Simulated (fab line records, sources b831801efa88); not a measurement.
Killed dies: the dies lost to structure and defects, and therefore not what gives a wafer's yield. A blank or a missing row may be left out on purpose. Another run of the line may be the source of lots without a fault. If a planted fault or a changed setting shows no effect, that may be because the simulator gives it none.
Comparing a struck lot with a sound one -- flow sky130 -- 30 out of 708 route steps
Sound: wafers L222.1, L222.4, L222.6. Wafers L233.1, L233.2, L233.5 were the ones struck. The cause comes at the end.
Each step with rows lists, per side, the tool, then ch with its chambers, then its first start. Under that, the readings that differ: sound wafers -- struck wafers -- difference of the means -- sigmas: that difference in standard deviations of wafers without a fault.
alike: a reading whose means differ by less than 2 such deviations, as well as words and numbers matching on both sides. not compared: withheld readings; readings where some wafer has no value; bounds like >300 that might hide an equal value; numbers whose values overlap and for which the record gives no deviation.
Wherever a step has rows on one side only, a row that says differs or no value, or a row with sigmas, the two part there. Non-overlapping numbers with no deviation appear without sigmas and do not part them. A reading that every wafer of one side lacks parts them only if that side has two wafers or more.

first, 9 steps without rows for these wafers: SKY_SD_P_EXPOSE_04 (exposes mask PSDM, target cd 380 nm); SKY_SD_P_PEB_05; SKY_SD_P_DEVELOP_06 (develop time 60 s); SKY_SD_P_IMPLANT_09; SKY_SD_P_STRIP_10 (strips in O2/N2); SKY_RES_XHIGH_DEHYDRATE_00 (time 60 s); SKY_RES_XHIGH_HMDS_01 (prime time 60 s); SKY_RES_XHIGH_COAT_02 (resist thk 1140 nm); SKY_RES_XHIGH_SOFTBAKE_03 (time 60 s).
SKY_RES_XHIGH_EXPOSE_04: exposes mask URPM, target cd 1270 nm.
  sound on iline_stepper-02 ch 0, day 27 02:03; struck on iline_stepper-01 ch 0, day 31 10:42
reading,sound,struck,difference,sigmas
model.RES_XHIGH.overlay_x_nm (nm),-0.9145 -0.9145 -0.9145,232.4 232.4 232.4,+233.3,
  alike: mask
then, 19 steps without rows for these wafers: SKY_RES_XHIGH_PEB_05; SKY_RES_XHIGH_DEVELOP_06 (develop time 60 s); SKY_RES_XHIGH_IMPLANT_07; SKY_RES_XHIGH_STRIP_08 (strips in O2/N2); SKY_SD_N_DEHYDRATE_00 (time 60 s); SKY_SD_N_HMDS_01 (prime time 60 s); SKY_SD_N_COAT_02 (resist thk 1140 nm); SKY_SD_N_SOFTBAKE_03 (time 60 s); SKY_SD_N_EXPOSE_04 (exposes mask NSDM, target cd 380 nm); SKY_SD_N_PEB_05; SKY_SD_N_DEVELOP_06 (develop time 60 s); SKY_SD_N_IMPLANT_09; SKY_SD_N_IMPLANT_10; SKY_SD_N_STRIP_11 (strips in O2/N2); SKY_SD_N_CLEAN_13 (cleans in SC1/SC2, time 150 s); SKY_SD_N_RTA_14 (time 2 s); SKY_SALICIDE_CLEAN_00 (cleans in HF-last, time 30 s); SKY_LI_CONTACT_HDPCVD_00 (deposits PSG, target thk 930 nm, time 155 s); SKY_LI_CONTACT_CMP_02 (polishes PSG).
-- record jumps: 18 days separate the struck wafers' starts on either side; left off in module LI_CONTACT, taken up again in module PAD_OPEN, whose first shown step is the route's number 708 --
SKY_PAD_OPEN_PROBE_99:
  struck on prober-01, day 49 10:46; sound on prober-02, day 46 11:29
reading,sound,struck,difference,sigmas
killed_at_M4_up,9 5 7,4 4 1,-4,-2
killed_at_other,1 1 0,6 7 6,+6,+9
model.etest.res_xhigh_po.line_ohm_um,5920 5766 6117,6732 6653 6738,+773,
model.etest.res_xhigh_po.width_nm (nm),356.1 353.7 354.5,314.3 317 316.6,-38.8,
  alike: killed_at_M0_to_M3, killed_at_contacts, killed_at_front_end, killed_dies, killed_open, killed_short

## WHERE THEY PART
SKY_PAD_OPEN_PROBE_99 only, going by this record.

WHY: the cause the simulator had injected
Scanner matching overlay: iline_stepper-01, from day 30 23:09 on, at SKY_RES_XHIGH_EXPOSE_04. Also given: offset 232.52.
